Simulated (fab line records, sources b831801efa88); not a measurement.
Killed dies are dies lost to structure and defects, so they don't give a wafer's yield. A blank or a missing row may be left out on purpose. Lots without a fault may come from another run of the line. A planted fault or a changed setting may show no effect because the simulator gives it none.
A struck lot beside a sound one | flow gf180mcu | 14 steps out of a route of 602
Sound: wafers L760.2, L760.4, L760.5. Struck: wafers L766.3, L766.4, L766.6. The cause comes at the end.
At each step with rows: each side's tool, then ch and its chambers, then its first start. Under that, the readings that differ: sound wafers | struck wafers | difference of the means | sigmas: that difference in standard deviations of wafers without a fault.
alike: readings whose means differ by less than 2 such deviations, and words and numbers that are the same on both sides. not compared: withheld readings, readings that some wafer has no value for, bounds like >300 that may hide the same value, and numbers for which the record gives no deviation and whose values overlap.
The two part at a step that has a row with sigmas, a row that says differs or no value, or rows on one side only. Numbers that don't overlap but have no deviation are shown without sigmas and don't part them. A reading that every wafer of one side lacks parts them only if that side has two wafers or more.

first, 3 steps without rows for these wafers: GF_MVPSD_EXPOSE_04 (exposes mask MVPSD, target cd 1000 nm); GF_MVPSD_PEB_05; GF_MVPSD_DEVELOP_06 (develop time 60 s).
GF_MVPSD_OVL_MEAS_07:
  sound on overlay-02, day 6 05:23; struck on overlay-02, day 7 19:02
  alike: MVPSD_OVL
then, 2 steps without rows for these wafers: GF_MVPSD_IMPLANT_08; GF_MVPSD_IMPLANT_09.
GF_MVPSD_STRIP_10: strips in O2/N2.
  sound on plasma_asher-04 ch 0, day 6 05:43; struck on plasma_asher-01 ch 0,1, day 7 19:23
  alike: drypump_motor_current_A, heater_power_w, oes_product_au, strip_time_to_endpoint_s
  not compared: rf_hours_counter_h
GF_MVPSD_TW_MEAS_11:
  sound on film_metro-04, day 6 05:49; struck on film_metro-01, day 7 19:28
  alike: MVPSD_TW
then, 4 steps without rows for these wafers: GF_VT_IMPLANT_DEHYDRATE_00 (time 60 s); GF_VT_IMPLANT_HMDS_01 (prime time 60 s); GF_VT_IMPLANT_COAT_02 (resist thk 1000 nm); GF_VT_IMPLANT_SOFTBAKE_03 (time 60 s).
GF_VT_IMPLANT_EXPOSE_04: exposes mask LVPWELL LV AREA, target cd 600 nm.
  sound on iline_stepper-01 ch 0, day 6 12:53; struck on iline_stepper-01, day 8 03:56
  no value came back on the struck wafers for exposure_dose_mJ_cm2, focus_offset_nm (nm); on the sound wafers exposure_dose_mJ_cm2 reads 139.81 139.80 139.86
  alike: mask
then, 1 step without rows for these wafers: GF_VT_IMPLANT_PEB_05.

WHERE THEY PART
Only at GF_VT_IMPLANT_EXPOSE_04, within this record.

WHY: what the simulator had put in
Skipped step whole: iline_stepper-01, from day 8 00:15 on, at GF_VT_IMPLANT_EXPOSE_04. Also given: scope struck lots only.
